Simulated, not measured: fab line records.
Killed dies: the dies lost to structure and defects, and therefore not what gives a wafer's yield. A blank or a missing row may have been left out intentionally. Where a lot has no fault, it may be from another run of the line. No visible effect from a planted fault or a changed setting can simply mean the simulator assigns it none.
fab line records	flow sky130
[record] lots = 14	wafers = 42	lastDay = 50
route steps=708 shown LDD_HVN@269 LDD_HVP@288 LDD_LDN@302 SD_N@354 LI_CONTACT@376
lots that met no fault: from a run of the same line without faults
startH: start of the lot's first displayed wafer, in hours after the record's first day	waitH: time in hours since the lot's previous step	" identical to the entry in the row above	L1.1+2: a row that stands for several wafers	- no value, or no start given	* or withheld: withheld	< > ~ a bound
route shown NAME@n: a module of which the file shows steps, and the number in the route of the first	usual: the fault-free wafers' mean and standard deviation	same: alike in all rows	chamber/n: place in a boat	sites: each site's reading	_std_site: standard deviation across them	_edge_site: the outer-site mean with the inner-site mean subtracted	radiusMm: for every site, how far away it sits from the centre of the wafer	mask NAME#n: copy n	behind: the most recent tool/chamber to have shaped the wafer	hold: why the lot went on hold/how many hours it stayed there/how the hold came to an end	device: the transistor (n, p or np) that didn't switch	end of line: the tests these same wafers got at the end of their route	a step with no rows: only its recipe	killed: at the first sort, the dies lost to defects and structure; wafer yield is something else	map: per-die view of a wafer (x killed, . not killed, _ where there is no die)
set.NAME: the setting that was run; set.NAME@STEP: the one run at that earlier step	model.NAME: the simulator's own value behind a step, which no gauge read
the route's steps for a sample of lots (tables are steps, rows are wafers)
services: when a tool's chamber went out of use (startH, in hours from the record's first day, below 0 if earlier), for how many hours, and the reason
[[steps]]
[step SKY_LDD_HVN_COAT_02]
[recipe] resist = NOVOLAK	spinRpm = 3000	resistThkNm = 300
[usual] chillPlateTempC = 23.01/0.1	dispensePressureKPa = 52.4/2.3	exhaustPa = 45.1/0.84	resistLineTempC = 23.01/0.096	spinSpeedRpm = 2999.8/2
lot.wafer	tool	chamber	startH	waitH	chillPlateTempC	dispensePressureKPa	exhaustPa	resistLineTempC	spinSpeedRpm
L264.2	lithoTrack-02	0	464.34	0.1	22.98	50.1	45.8	23.24	2996.0
L264.3	"	0	"	"	23.06	50.1	45.1	22.96	2994.9
L264.4	"	0	"	"	23.04	50.1	45.5	22.91	3001.3
L265.3	lithoTrack-02	0	474.61	0.1	22.85	50.1	45.4	23.08	2998.6
L265.4	"	0	"	"	22.89	50.1	45.4	23.04	3000.8
L265.6	"	0	"	"	22.94	50.1	44.9	23.09	2999.1
L270.3	lithoTrack-01	-	516.65	0.1	-	-	-	-	-
L270.4	"	-	"	"	-	-	-	-	-
L270.6	"	-	"	"	-	-	-	-	-
L271.1	lithoTrack-03	-	517.72	0.1	-	-	-	-	-
L271.3	"	-	"	"	-	-	-	-	-
L271.4	"	-	"	"	-	-	-	-	-
L275.1	lithoTrack-02	0	556.11	0.1	23.04	50.2	44.1	23.03	2997.9
L275.4	"	0	"	"	22.85	50.1	44.1	23.12	2997.2
L275.5	"	0	"	"	23.02	50.1	44.6	22.97	3002.9
L277.1	lithoTrack-01	0	570.10	0.1	23.16	51.5	45.3	23.11	2998.0
L277.2	"	0	"	"	23.13	51.5	45.6	23.09	2997.6
L277.5	"	0	"	"	23.09	51.4	46.6	23.09	2996.9
L278.2	lithoTrack-01	0	575.22	0.1	22.87	51.5	44.3	22.89	3003.3
L278.4	"	0	"	"	23.01	51.5	44.2	22.98	3001.8
L278.6	"	0	"	"	23.03	51.5	45.4	22.86	2999.6
L279.1	lithoTrack-01	0	585.45	0.1	23.04	51.5	45.2	22.85	3000.6
L279.2	"	0	"	"	22.95	51.5	45.0	22.82	2998.2
L279.4	"	0	"	"	22.99	51.5	44.3	22.99	3001.1
L280.1	lithoTrack-03	0	592.57	0.1	22.96	55.6	44.4	23.05	3000.8
L280.3	"	0	"	"	23.11	55.7	44.9	23.09	2999.5
L280.6	"	0	"	"	22.98	55.6	45.3	23.08	3001.3
L281.1	lithoTrack-01	0	612.20	0.1	22.92	51.5	44.7	22.94	2999.8
L281.2	"	0	"	"	22.90	51.5	45.9	23.26	3002.6
L281.5	"	0	"	"	22.96	51.5	44.6	23.12	2997.5
L283.1	lithoTrack-01	0	622.75	0.1	22.98	51.5	45.0	23.02	2998.4
L283.5	"	0	"	"	22.92	51.4	44.5	23.06	3002.9
L283.6	"	0	"	"	22.91	51.4	45.6	23.00	2999.3
L284.3	lithoTrack-03	0	629.82	0.1	23.05	55.6	45.8	23.02	3003.3
L284.4	"	0	"	"	23.06	55.6	46.4	22.91	3001.9
L284.6	"	0	"	"	22.98	55.7	45.0	23.02	3002.9
L285.2	lithoTrack-02	0	638.39	0.1	22.89	50.2	45.5	23.03	3003.0
L285.4	"	0	"	"	22.99	50.1	45.6	22.99	2998.8
L285.5	"	0	"	"	22.89	50.1	45.8	23.00	2997.3
L286.1	lithoTrack-03	0	645.52	0.1	23.15	55.5	46.2	23.19	2999.2
L286.5	"	0	"	"	23.21	55.6	44.6	22.97	2997.2
L286.6	"	0	"	"	22.91	55.6	44.7	23.19	2998.8
[step SKY_LDD_HVN_OVL_MEAS_07]
[usual] LDD_HVN_OVL = -0.5/1.4
lot.wafer	tool	chamber	startH	waitH	LDD_HVN_OVL[nm]
L264.2	overlay-02	-	479.12	0.1	-0.9
L264.3	"	-	"	"	-1.4
L264.4	"	-	"	"	-0.4
L265.3	overlay-01	-	490.44	0.1	-2.8
L265.4	"	-	"	"	-1.7
L265.6	"	-	"	"	-1.9
L270.3	overlay-02	-	531.91	0.1	-
L270.4	"	-	"	"	-
L270.6	"	-	"	"	-
L271.1	overlay-01	-	532.67	0.1	-
L271.3	"	-	"	"	-
L271.4	"	-	"	"	-
L275.1	overlay-01	-	570.97	0.1	-1.5
L275.4	"	-	"	"	-0.2
L275.5	"	-	"	"	0.1
L277.1	overlay-02	-	584.85	0.1	0.8
L277.2	"	-	"	"	0.1
L277.5	"	-	"	"	1.4
L278.2	overlay-02	-	590.35	0.1	-1.1
L278.4	"	-	"	"	-1.0
L278.6	"	-	"	"	0.7
L279.1	overlay-02	-	599.96	0.1	1.1
L279.2	"	-	"	"	1.7
L279.4	"	-	"	"	0.6
L280.1	overlay-02	-	607.52	0.1	-1.6
L280.3	"	-	"	"	-1.0
L280.6	"	-	"	"	0.0
L281.1	overlay-01	-	626.77	0.1	0.3
L281.2	"	-	"	"	0.5
L281.5	"	-	"	"	0.1
L283.1	overlay-02	-	638.06	0.1	-1.1
L283.5	"	-	"	"	-0.8
L283.6	"	-	"	"	-0.6
L284.3	overlay-02	-	643.91	0.1	-2.0
L284.4	"	-	"	"	-2.6
L284.6	"	-	"	"	-0.5
L285.2	overlay-02	-	652.98	0.1	0.4
L285.4	"	-	"	"	-2.2
L285.5	"	-	"	"	0.0
L286.1	overlay-01	-	660.40	0.1	0.9
L286.5	"	-	"	"	0.2
L286.6	"	-	"	"	1.4
[step SKY_LDD_HVN_STRIP_09]
[recipe] chemistry = O2/N2	powerW = 1400	pressureMtorr = 1500	platenTempC = withheld	o2FlowSccm = 3000	n2FlowSccm = 300	overashFraction = 0.5
[usual] drypumpMotorCurrentA = 5.75/0.27	oesProductAu = 0.409/0.0044	stripTimeToEndpointS = 4.139/0.016
lot.wafer	tool	chamber	startH	waitH	drypumpMotorCurrentA	oesProductAu	rfHoursCounterH	stripTimeToEndpointS
L264.2	plasmaAsher-03	0	479.30	0.1	5.97	0.410	64	4.129
L264.3	"	1	"	"	5.89	0.414	-	4.134
L264.4	"	0	"	"	5.98	0.414	-	4.140
L265.3	plasmaAsher-03	1	490.64	0.1	5.90	0.407	-	4.117
L265.4	"	0	"	"	5.93	0.413	-	4.114
L265.6	"	1	"	"	5.91	0.400	-	4.126
L270.3	plasmaAsher-01	0	532.12	0.1	5.55	-	-	-
L270.4	"	1	"	"	6.06	-	-	-
L270.6	"	1	"	"	6.03	-	-	-
L271.1	plasmaAsher-04	0	532.86	0.1	5.77	-	84	-
L271.3	"	0	"	"	5.78	-	-	-
L271.4	"	1	"	"	5.26	-	-	-
L275.1	plasmaAsher-03	1	571.16	0.1	5.90	0.410	75	4.149
L275.4	"	0	"	"	5.96	0.408	-	4.175
L275.5	"	1	"	"	5.88	0.409	-	4.149
L277.1	plasmaAsher-04	0	585.03	0.1	5.71	0.409	89	4.141
L277.2	"	1	"	"	5.24	0.408	89	4.143
L277.5	"	1	"	"	5.24	0.412	-	4.135
L278.2	plasmaAsher-04	0	590.53	0.1	5.75	0.421	90	4.108
L278.4	"	0	"	"	5.76	0.404	-	4.144
L278.6	"	1	"	"	5.26	0.405	-	4.124
L279.1	plasmaAsher-03	0	600.15	0.1	5.95	0.405	78	4.153
L279.2	"	1	"	"	5.89	0.407	78	4.164
L279.4	"	0	"	"	5.93	0.418	-	4.147
L280.1	plasmaAsher-01	1	607.71	0.1	6.05	0.414	14	4.157
L280.3	"	1	"	"	6.02	0.403	-	4.132
L280.6	"	0	"	"	5.54	0.408	-	4.131
L281.1	plasmaAsher-01	1	626.96	0.1	5.98	0.402	16	4.120
L281.2	"	0	"	"	5.53	0.412	16	4.116
L281.5	"	0	"	"	5.54	0.405	-	4.101
L283.1	plasmaAsher-03	1	638.25	0.1	5.89	0.414	82	4.151
L283.5	"	1	"	"	5.92	0.410	-	4.150
L283.6	"	0	"	"	5.96	0.401	-	4.138
L284.3	plasmaAsher-04	0	644.23	0.1	5.73	0.407	-	4.137
L284.4	"	1	"	"	5.27	0.412	-	4.140
L284.6	"	1	"	"	5.27	0.407	-	4.124
L285.2	plasmaAsher-01	1	653.16	0.1	6.05	0.407	19	4.129
L285.4	"	1	"	"	6.06	0.406	-	4.128
L285.5	"	0	"	"	5.54	0.403	-	4.121
L286.1	plasmaAsher-01	1	660.61	0.2	5.98	0.418	20	4.139
L286.5	"	1	"	"	6.02	0.413	-	4.136
L286.6	"	0	"	"	5.54	0.409	-	4.134
[step SKY_LDD_HVP_TW_MEAS_10]
[usual] LDD_HVP_TW = 458/4.4
lot.wafer	tool	chamber	startH	waitH	LDD_HVP_TW
L264.2	filmMetro-04	-	509.52	0.1	462
L264.3	"	-	"	"	462
L264.4	"	-	"	"	465
L265.3	filmMetro-04	-	521.93	0.1	462
L265.4	"	-	"	"	463
L265.6	"	-	"	"	462
L270.3	filmMetro-02	-	561.83	0.1	1461
L270.4	"	-	"	"	1454
L270.6	"	-	"	"	1458
L271.1	filmMetro-01	-	562.19	0.1	1426
L271.3	"	-	"	"	1424
L271.4	"	-	"	"	1426
L275.1	filmMetro-04	-	600.81	0.1	458
L275.4	"	-	"	"	457
L275.5	"	-	"	"	460
L277.1	filmMetro-02	-	614.41	0.1	462
L277.2	"	-	"	"	462
L277.5	"	-	"	"	462
L278.2	filmMetro-04	-	620.41	0.1	457
L278.4	"	-	"	"	459
L278.6	"	-	"	"	460
L279.1	filmMetro-01	-	630.35	0.1	450
L279.2	"	-	"	"	450
L279.4	"	-	"	"	453
L280.1	filmMetro-04	-	637.64	0.1	459
L280.3	"	-	"	"	463
L280.6	"	-	"	"	461
L281.1	filmMetro-01	-	656.50	0.1	451
L281.2	"	-	"	"	453
L281.5	"	-	"	"	454
L283.1	filmMetro-02	-	667.35	0.1	468
L283.5	"	-	"	"	465
L283.6	"	-	"	"	465
L284.3	filmMetro-04	-	673.12	0.1	462
L284.4	"	-	"	"	458
L284.6	"	-	"	"	460
L285.2	filmMetro-02	-	681.71	0.1	466
L285.4	"	-	"	"	466
L285.5	"	-	"	"	462
L286.1	filmMetro-04	-	688.65	0.1	459
L286.5	"	-	"	"	461
L286.6	"	-	"	"	459
[step SKY_LDD_LDN_TW_MEAS_13]
[usual] LDD_LDN_TW = 1478/13
lot.wafer	tool	chamber	startH	waitH	LDD_LDN_TW
L264.2	filmMetro-02	-	539.94	0.1	1505
L264.3	"	-	"	"	1503
L264.4	"	-	"	"	1497
L265.3	filmMetro-03	-	552.15	0.1	1479
L265.4	"	-	"	"	1480
L265.6	"	-	"	"	1480
L270.3	filmMetro-02	-	591.36	0.1	1839
L270.4	"	-	"	"	1849
L270.6	"	-	"	"	1854
L271.1	filmMetro-03	-	592.18	0.1	1811
L271.3	"	-	"	"	1809
L271.4	"	-	"	"	1812
L275.1	filmMetro-03	-	630.64	0.1	1483
L275.4	"	-	"	"	1476
L275.5	"	-	"	"	1475
L277.1	filmMetro-03	-	644.33	0.1	1465
L277.2	"	-	"	"	1471
L277.5	"	-	"	"	1473
L278.2	filmMetro-03	-	650.57	0.1	1472
L278.4	"	-	"	"	1469
L278.6	"	-	"	"	1464
L279.1	filmMetro-01	-	659.40	0.1	1469
L279.2	"	-	"	"	1470
L279.4	"	-	"	"	1463
L280.1	filmMetro-02	-	667.03	0.1	1500
L280.3	"	-	"	"	1519
L280.6	"	-	"	"	1507
L281.1	filmMetro-03	-	685.43	0.1	1470
L281.2	"	-	"	"	1468
L281.5	"	-	"	"	1470
L283.1	filmMetro-01	-	695.45	0.1	1469
L283.5	"	-	"	"	1473
L283.6	"	-	"	"	1467
L284.3	filmMetro-01	-	702.38	0.1	1467
L284.4	"	-	"	"	1466
L284.6	"	-	"	"	1472
L285.2	filmMetro-01	-	709.84	0.1	1473
L285.4	"	-	"	"	1474
L285.5	"	-	"	"	1470
L286.1	filmMetro-01	-	716.56	0.1	1468
L286.5	"	-	"	"	1467
L286.6	"	-	"	"	1468
[step SKY_SD_N_TW_MEAS_12]
[usual] SD_N_TW = 4004/37
lot.wafer	tool	chamber	startH	waitH	SD_N_TW
L264.2	filmMetro-03	-	660.31	0.1	3924
L264.3	"	-	"	"	3949
L264.4	"	-	"	"	3946
L265.3	filmMetro-04	-	671.89	0.1	4006
L265.4	"	-	"	"	4020
L265.6	"	-	"	"	4017
L270.3	filmMetro-02	-	708.47	0.1	4071
L270.4	"	-	"	"	4068
L270.6	"	-	"	"	4061
L271.1	filmMetro-04	-	710.10	0.1	4015
L271.3	"	-	"	"	4039
L271.4	"	-	"	"	4038
L275.1	filmMetro-02	-	744.73	0.1	4044
L275.4	"	-	"	"	4046
L275.5	"	-	"	"	4062
L277.1	filmMetro-04	-	758.82	0.1	4004
L277.2	"	-	"	"	4003
L277.5	"	-	"	"	3994
L278.2	filmMetro-02	-	763.86	0.1	4062
L278.4	"	-	"	"	4045
L278.6	"	-	"	"	4072
L279.1	filmMetro-02	-	772.43	0.1	4023
L279.2	"	-	"	"	4007
L279.4	"	-	"	"	4038
L280.1	filmMetro-04	-	778.75	0.1	4003
L280.3	"	-	"	"	4021
L280.6	"	-	"	"	3994
L281.1	filmMetro-04	-	797.95	0.1	4028
L281.2	"	-	"	"	4013
L281.5	"	-	"	"	4010
L283.1	filmMetro-04	-	806.09	0.1	3999
L283.5	"	-	"	"	3997
L283.6	"	-	"	"	3990
L284.3	filmMetro-04	-	811.50	0.1	4022
L284.4	"	-	"	"	3986
L284.6	"	-	"	"	3992
L285.2	filmMetro-03	-	818.68	0.1	3946
L285.4	"	-	"	"	3975
L285.5	"	-	"	"	3963
L286.1	filmMetro-03	-	826.68	0.1	3971
L286.5	"	-	"	"	3975
L286.6	"	-	"	"	3975
[step SKY_LI_CONTACT_ETCH_14]
[recipe] chemistry = N2/H2	target = BARC	ionEnergyEv = 200	sourceW = 500	biasW = 100	pressureMtorr = 30	n2FlowSccm = 100	h2FlowSccm = 200	stopOn = SiO2	timeS = 45.9	targetDepthA = 600
[usual] drypumpMotorCurrentA = 5.5/0.56	h2FlowSccm = 200.0/0.61	oesProductAu = 0.854/0.0051	rfFwdPowerW = 495.2/2	throttleValvePct = 13.225/0.0092
lot.wafer	tool	chamber	startH	waitH	drypumpMotorCurrentA	h2FlowSccm	oesProductAu	rfFwdPowerW	rfHoursCounterH	throttleValvePct
L264.2	rieDiel-03	2	690.00	0.0	6.8	200.8	0.852	489.8	9	13.245
L264.3	"	1	"	"	5.4	201.3	0.857	496.3	1	13.227
L264.4	"	3	"	"	4.9	200.2	0.851	496.2	-	13.227
L265.3	rieDiel-03	3	701.97	0.0	4.9	200.3	0.850	491.1	2	13.229
L265.4	"	0	"	"	4.9	200.7	0.855	495.3	4	13.231
L265.6	"	2	"	"	6.8	199.5	0.857	494.3	-	13.223
L270.3	rieDiel-02	1	736.67	0.0	5.2	200.3	0.855	497.0	5	13.225
L270.4	"	0	"	"	6.1	200.0	0.862	495.9	20	13.221
L270.6	"	0	"	"	6.1	200.0	0.853	495.8	-	13.218
L271.1	rieDiel-01	0	738.90	0.0	6.0	200.9	0.847	494.7	14	13.225
L271.3	"	3	"	"	5.2	200.7	0.857	495.5	2	13.228
L271.4	"	1	"	"	5.6	199.5	0.855	495.1	4	13.210
L275.1	rieDiel-01	3	773.87	0.0	5.2	199.4	0.854	492.8	3	13.221
L275.4	"	2	"	"	4.9	200.6	0.852	496.5	10	13.219
L275.5	"	2	"	"	4.9	201.7	0.850	495.5	-	13.212
L277.1	rieDiel-03	1	787.27	0.0	5.4	199.5	0.860	498.6	3	13.240
L277.2	"	2	"	"	6.7	200.2	0.856	493.4	10	13.216
L277.5	"	1	"	"	5.4	199.1	0.862	498.4	-	13.224
L278.2	rieDiel-01	1	790.97	0.0	5.6	200.2	0.846	496.3	5	13.228
L278.4	"	2	"	"	4.9	200.4	0.850	496.9	11	13.226
L278.6	"	1	"	"	5.6	199.6	0.850	495.7	-	13.227
L279.1	rieDiel-02	0	800.27	0.0	6.1	200.0	0.852	494.1	22	13.215
L279.2	"	3	"	"	6.2	200.8	0.848	497.4	33	13.214
L279.4	"	1	"	"	5.2	200.5	0.849	496.8	7	13.212
L280.1	rieDiel-01	2	806.57	0.0	4.9	200.8	0.855	497.2	11	13.226
L280.3	"	0	"	"	5.9	200.1	0.853	495.2	16	13.219
L280.6	"	2	"	"	4.9	201.5	0.851	497.2	-	13.229
L281.1	rieDiel-02	1	825.72	0.0	5.2	199.6	0.854	496.1	8	13.229
L281.2	"	2	"	"	5.4	199.6	0.853	499.0	33	13.220
L281.5	"	2	"	"	5.4	199.5	0.854	497.8	-	13.232
L283.1	rieDiel-01	3	833.50	0.0	5.2	199.9	0.855	494.6	4	13.224
L283.5	"	2	"	"	4.9	200.2	0.848	495.9	-	13.232
L283.6	"	3	"	"	5.2	199.9	0.857	494.9	-	13.234
L284.3	rieDiel-01	1	839.12	0.0	5.6	199.8	0.848	492.7	6	13.227
L284.4	"	2	"	"	4.9	198.9	0.854	494.4	12	13.229
L284.6	"	2	"	"	4.9	199.9	0.853	496.4	-	13.230
L285.2	rieDiel-02	1	845.99	0.0	5.2	200.6	0.842	496.1	9	13.218
L285.4	"	1	"	"	5.2	200.2	0.856	493.7	-	13.219
L285.5	"	0	"	"	6.1	200.3	0.854	493.7	-	13.204
L286.1	rieDiel-02	1	853.90	0.0	5.2	200.6	0.851	498.8	9	13.223
L286.5	"	1	"	"	5.2	199.7	0.859	499.0	-	13.218
L286.6	"	0	"	"	6.1	200.6	0.853	495.7	-	13.218
[[services]]
tool	chamber	startH	hours	kind
rieDiel-02	-	465.11	2.4	repair
rieDiel-03	-	467.15	2.8	pm
rieDiel-02	-	467.79	14.6	pm
rieDiel-02	2	486.10	2.0	repair
plasmaAsher-01	-	488.52	6.4	repair
plasmaAsher-01	-	494.95	28.1	pm
rieDiel-02	-	497.03	0.9	repair
rieDiel-02	3	542.49	20.6	repair
rieDiel-03	2	594.60	4.8	repair
rieDiel-01	1	625.38	13.7	repair
rieDiel-02	0	646.22	2.9	repair
plasmaAsher-04	-	664.04	2.8	pm
rieDiel-01	-	677.06	0.5	repair
plasmaAsher-01	-	677.68	2.8	pm
plasmaAsher-03	-	685.28	4.2	repair
plasmaAsher-01	-	704.48	3.2	repair
plasmaAsher-01	-	722.98	2.2	repair
plasmaAsher-04	-	733.75	9.0	pm
plasmaAsher-01	-	743.43	28.3	pm
plasmaAsher-03	-	754.59	1.1	repair
plasmaAsher-04	-	779.82	2.9	repair
plasmaAsher-01	-	790.51	2.7	repair
rieDiel-01	1	799.99	7.5	repair
rieDiel-02	2	845.36	7.4	repair
[[key]]
[firstSign] step = SKY_LDD_HVN_COAT_02	reading = toolRecord	direction = missing
[effect] step = SKY_LDD_HVN_OVL_MEAS_07	reading = LDD_HVN_OVL	direction = missing
[effect] step = SKY_LDD_HVP_TW_MEAS_10	reading = LDD_HVP_TW	direction = up	sigmas = 99+	usual = 458	struck = 1442
[effect] step = SKY_LDD_LDN_TW_MEAS_13	reading = LDD_LDN_TW	direction = up	sigmas = 26	usual = 1478	struck = 1829
metAt SKY_LDD_HVN_COAT_02
struckLots L270,L271
sortLeftOut L270.3,L270.4,L270.6,L271.1,L271.3,L271.4
testerLeftOut L270,L271
notActingAt SKY_LDD_HVN_STRIP_09,SKY_SD_N_TW_MEAS_12,SKY_LI_CONTACT_ETCH_14
[fault] kind = skippedStepWhole	tool = lithoTrack-01,lithoTrack-03	chamber = -	onsetH = 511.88	steps = SKY_LDD_HVN_COAT_02	scope = struckLotsOnly
// testerLeftOut: of these lots the tester's yield and bins aren't shown, on N5 and GAA mostly nor the transistor test; their killed dies are dies lost to structure and defects alone, not to doping, threshold or leakage, so they don't give the yield
// sortLeftOut: the simulated sort isn't trusted on such a fault, so these wafers' sort isn't shown, and their yield isn't known
